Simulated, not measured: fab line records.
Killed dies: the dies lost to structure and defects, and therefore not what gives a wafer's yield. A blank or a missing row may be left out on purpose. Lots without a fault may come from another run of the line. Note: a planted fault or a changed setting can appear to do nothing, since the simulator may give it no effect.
Comparing a struck lot with a sound one / flow sky130 / 43 out of 708 route steps
Sound: the wafers L112.2, L112.5, L112.6. The struck wafers were L118.1, L118.2, L118.6. At the end, the cause is stated.
Each step with rows lists, per side, the tool, then ch with its chambers, then its first start. Under that, the readings that differ: sound wafers / struck wafers / difference of the means / sigmas: that difference in standard deviations of wafers without a fault.
alike: same words and numbers on both sides, and readings whose means sit less than 2 such deviations apart. not compared: any withheld reading, any reading some wafer has no value for, any bound like >300 that may hide the same value, and any number with overlapping values for which the record gives no deviation.
The two part at a step that has a row with sigmas, a row that says differs or no value, or rows on one side only. Numbers that don't overlap but have no deviation are shown without sigmas and don't part them. A reading missing from all wafers of one side parts the sides only when that side holds two or more wafers.

first, 2 steps without rows for these wafers: SKY_VIA3_ETCH_14 (etches BARC in N2/H2, stops on SiO2, time 45.9 s, target depth 60 nm); SKY_VIA3_ETCH_15 (etches SiO2 in C4F8/O2/Ar, stops on TiN, target depth 507 nm, time 78 s).
SKY_VIA3_STRIP_16: strips in O2/N2.
  sound on plasma-asher-04 ch 0,1, day 41 08:57; struck on plasma-asher-04 ch 0,1, day 43 00:32
reading=strip-time-to-endpoint-s (s); sound=4.061 4.115 4.080; struck=4.167 4.147 4.172; difference=+0.077; sigmas=+3
  alike: drypump-motor-current-A, oes-product-au
  not compared: rf-hours-counter-h
then, 3 steps without rows for these wafers: SKY_VIA3_STRIP_17 (strips in post etch residue remover, time 1200 s); SKY_VIA3_CLEAN_18 (cleans in IPA, time 180 s); SKY_VIA3_CLEAN_19 (cleans in O3/DIW).
SKY_VIA3_SPUTTER_20: material TiN, target thk 20 nm, time 80 s.
  sound on pvd-sputter-03, day 41 09:32; struck on pvd-sputter-03, day 43 01:08
  alike: throttle-valve-pct
then, 1 step without rows for these wafers: SKY_VIA3_CVD_21 (deposits W, target thk 390 nm, time 117.31 s).
SKY_VIA3_RS_MEAS_22: measures by four-point-probe.
  sound on film-metro-01, day 41 09:44; struck on film-metro-01, day 43 01:19
  alike: VIA3_W_RS
SKY_VIA3_THK_MEAS_23: measures by xrf.
  sound on film-metro-01, day 41 09:51; struck on film-metro-01, day 43 01:26
  alike: VIA3_W_THK
then, 2 steps without rows for these wafers: SKY_VIA3_CMP_24 (polishes, stops on SiO2, t overpolish 20 s, target thk 0 nm); SKY_METAL4_SPUTTER_00 (material Ti, target thk 15 nm, time 10 s).
SKY_METAL4_SPUTTER_01: material TiN, target thk 20 nm, time 16.7 s.
  sound on pvd-sputter-02, day 41 10:14; struck on pvd-sputter-02, day 43 01:49
  alike: throttle-valve-pct
then, 1 step without rows for these wafers: SKY_METAL4_SPUTTER_02 (material AlCu, target thk 735 nm, time 39.1 s).
SKY_METAL4_SPUTTER_03: material Ti, target thk 5 nm, time 3.3 s.
  sound on pvd-sputter-02, day 41 10:17; struck on pvd-sputter-02, day 43 01:53
  alike: throttle-valve-pct
then, 1 step without rows for these wafers: SKY_METAL4_SPUTTER_04 (material TiN, target thk 70 nm, time 58.3 s).
SKY_CAP2M_CVD_00: deposits SiO2, target thk 15.5 nm.
  sound on pecvd-03 ch 0,2, day 41 10:22; struck on pecvd-03 ch 0,2, day 43 01:57
  alike: heater-power-w, rf-fwd-power-W, susceptor-temp-C
SKY_CAP2M_THK_MEAS_01:
  sound on film-metro-01, day 41 10:23; struck on film-metro-01, day 43 01:59
  alike: CAP2M_CVD_00_THK
SKY_CAP2M_SPUTTER_02: material TiN, target thk 200 nm, time 166.7 s.
  sound on pvd-sputter-04, day 41 10:26; struck on pvd-sputter-01, day 43 02:02
  alike: susceptor-temp-C, throttle-valve-pct
SKY_CAP2M_RS_MEAS_03: measures by four-point-probe.
  sound on film-metro-03, day 41 10:34; struck on film-metro-02, day 43 02:09
  alike: CAP2M_TIN_RS
SKY_CAP2M_THK_MEAS_04: measures by xrf.
  sound on film-metro-03, day 41 10:41; struck on film-metro-02, day 43 02:16
  alike: CAP2M_TIN_THK
then, 7 steps without rows for these wafers: SKY_CAP2M_DEHYDRATE_05 (time 60 s); SKY_CAP2M_HMDS_06 (prime time 60 s); SKY_CAP2M_COAT_07 (resist thk 1140 nm); SKY_CAP2M_SOFTBAKE_08 (time 60 s); SKY_CAP2M_EXPOSE_09 (exposes mask CAP2M, target cd 1000 nm); SKY_CAP2M_PEB_10; SKY_CAP2M_DEVELOP_11 (develop time 60 s).
SKY_CAP2M_OVL_MEAS_12:
  sound on overlay-01, day 42 09:56; struck on overlay-02, day 44 00:41
  alike: CAP2M_OVL
then, 13 steps without rows for these wafers: SKY_CAP2M_METAL_ETCH_13 (etches TiN in Cl2/BCl3, stops on SiO2, target depth 220 nm, time 62.9 s); SKY_CAP2M_STRIP_14 (strips in O2/N2); SKY_CAP2M_STRIP_15 (strips in post etch residue remover, time 1200 s); SKY_CAP2M_CLEAN_16 (cleans in IPA, time 180 s); SKY_CAP2M_CLEAN_17 (cleans in O3/DIW); SKY_METAL4_DEHYDRATE_05 (time 60 s); SKY_METAL4_HMDS_06 (prime time 60 s); SKY_METAL4_COAT_07 (resist thk 60 nm); SKY_METAL4_COAT_08 (resist thk 1140 nm); SKY_METAL4_SOFTBAKE_09 (time 90 s); SKY_METAL4_EXPOSE_10 (exposes mask MM4, target cd 300 nm); SKY_METAL4_PEB_11; SKY_METAL4_DEVELOP_12 (develop time 60 s).
-- the record jumps here: 5 days lie between the struck wafers' starts before and after (it left off in module METAL4 and takes up again in module PAD_OPEN, whose first step shown is number 708 of the route) --
SKY_PAD_OPEN_PROBE_99:
  sound on prober-01, day 47 05:48; struck on prober-01, day 48 13:15
reading=defect-limited-yield (%); sound=83.1 82.3 83.7; struck=76.4 76.4 73.0; difference=-7.8; sigmas=-4
reading=killed_at_M4_up; sound=1 5 1; struck=48 47 62; difference=+50; sigmas=+25
reading=killed-dies; sound=83 87 80; struck=116 116 133; difference=+38; sigmas=+4
reading=sort_bin_3_pad_short (%); sound=0.4 0.8 0.6; struck=2.6 3.3 4.5; difference=+2.9; sigmas=+7
reading=sort_bin_5_function (%); sound=9.8 10.0 10.6; struck=14.2 14.6 15.4; difference=+4.6; sigmas=+3
reading=sort-n-pass; sound=409 405 412; struck=376 376 359; difference=-38; sigmas=-4
reading=sort-yield-pct (%); sound=83.1 82.3 83.7; struck=76.4 76.4 73.0; difference=-7.8; sigmas=-4
reading=model.etest.tester.sort-n-pass; sound=409 405 412; struck=376 376 359; difference=-38; sigmas=
reading=model.etest.tester.sort-yield-pct (%); sound=83.13 82.32 83.74; struck=76.42 76.42 72.97; difference=-7.79; sigmas=
reading=model.etest.tester.sort_bin_5_pct (%); sound=9.756 9.959 10.57; struck=14.23 14.63 15.45; difference=+4.67; sigmas=
reading=model.etest.tester.sort_bin_3_pct (%); sound=0.4065 0.813 0.6098; struck=2.642 3.252 4.472; difference=+2.846; sigmas=
  alike: killed_at_M0_to_M3, killed-at-contacts, killed-at-front-end, killed-at-other, killed-open, killed-short, sort_bin_6_memory

## WHERE THEY PART
Last at SKY_PAD_OPEN_PROBE_99 as far as this record goes, first at SKY_VIA3_STRIP_16.

WHY: what the simulator had put in
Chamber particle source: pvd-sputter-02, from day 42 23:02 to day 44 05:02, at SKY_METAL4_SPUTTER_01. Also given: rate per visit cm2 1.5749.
